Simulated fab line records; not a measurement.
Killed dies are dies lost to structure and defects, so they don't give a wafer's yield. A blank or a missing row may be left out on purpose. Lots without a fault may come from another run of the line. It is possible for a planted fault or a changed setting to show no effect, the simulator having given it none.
Which tool did it?    flow gf180mcu    33 wafers sampled from 11 lots at 1 step of a route of 602

== WHAT EACH GAUGE READ, for each wafer ==
GF_SAB_CD_MEAS_09 targets a cd of 420 nm.
lot   measured      on         cd nm (nm)
L921  day 16 09:07  cd sem-02  422.1 423.4 422.5
L924  day 17 10:28  cd sem-01  420.1 417.8 419.7
L925  day 17 21:12  cd sem-02  416.4 414.6 418.8
L926  day 18 06:48  cd sem-01  420.7 419.0 419.0
L931  day 20 02:06  cd sem-01  424.9 423.9 424.3
L933  day 20 18:24  cd sem-01  420.2 421.3 422.4
L934  day 20 23:17  cd sem-01  421.0 419.0 418.2
L935  day 21 07:17  cd sem-02  419.0 418.9 419.0
L937  day 21 23:37  cd sem-02  420.6 422.3 425.4
L938  day 22 10:49  cd sem-01  420.2 418.0 419.9
L941  day 23 05:25  cd sem-01  418.2 419.3 418.9

== WHICH TOOL RAN EACH LOT (tool, then ch and the chambers of the sampled wafers, then the start) ==
Record: no process step prior to these readings.

== AS READ BY THE TOOLS THEMSELVES (means over the sampled wafers that have a number; for cases with no such wafer, the mark the record gives instead) ==
The record holds no such reading with a usual standard deviation.

== THE ANSWER, worked out from the rows above alone ==
Rule: usual is defined by the lots themselves. Put in order of their means at a reading, lots are off if they are a third of the lots or fewer, leave a main group of 4 or more, and stand apart from it by a gap of 3 or more times the standard deviation of the main group's means; of several such gaps the widest counts. The tables above print the reading to a certain number of digits; a main group whose means all agree to those digits is not used. Also off: a lot with no number at a reading for which 4 or more lots have one. Where the step has rows for the other lots, those lots are counted as sound. The gauges are gone through in route order, then the tools' own readings, and for those a lot's mean is taken as printed above. At the first step where some lot is off, the reading lying furthest off is the one used; lots without a number count as furthest.
No lot is off at any reading shown: from this, nothing can be told.

== WHAT HAD BEEN PUT IN BY THE SIMULATOR ==
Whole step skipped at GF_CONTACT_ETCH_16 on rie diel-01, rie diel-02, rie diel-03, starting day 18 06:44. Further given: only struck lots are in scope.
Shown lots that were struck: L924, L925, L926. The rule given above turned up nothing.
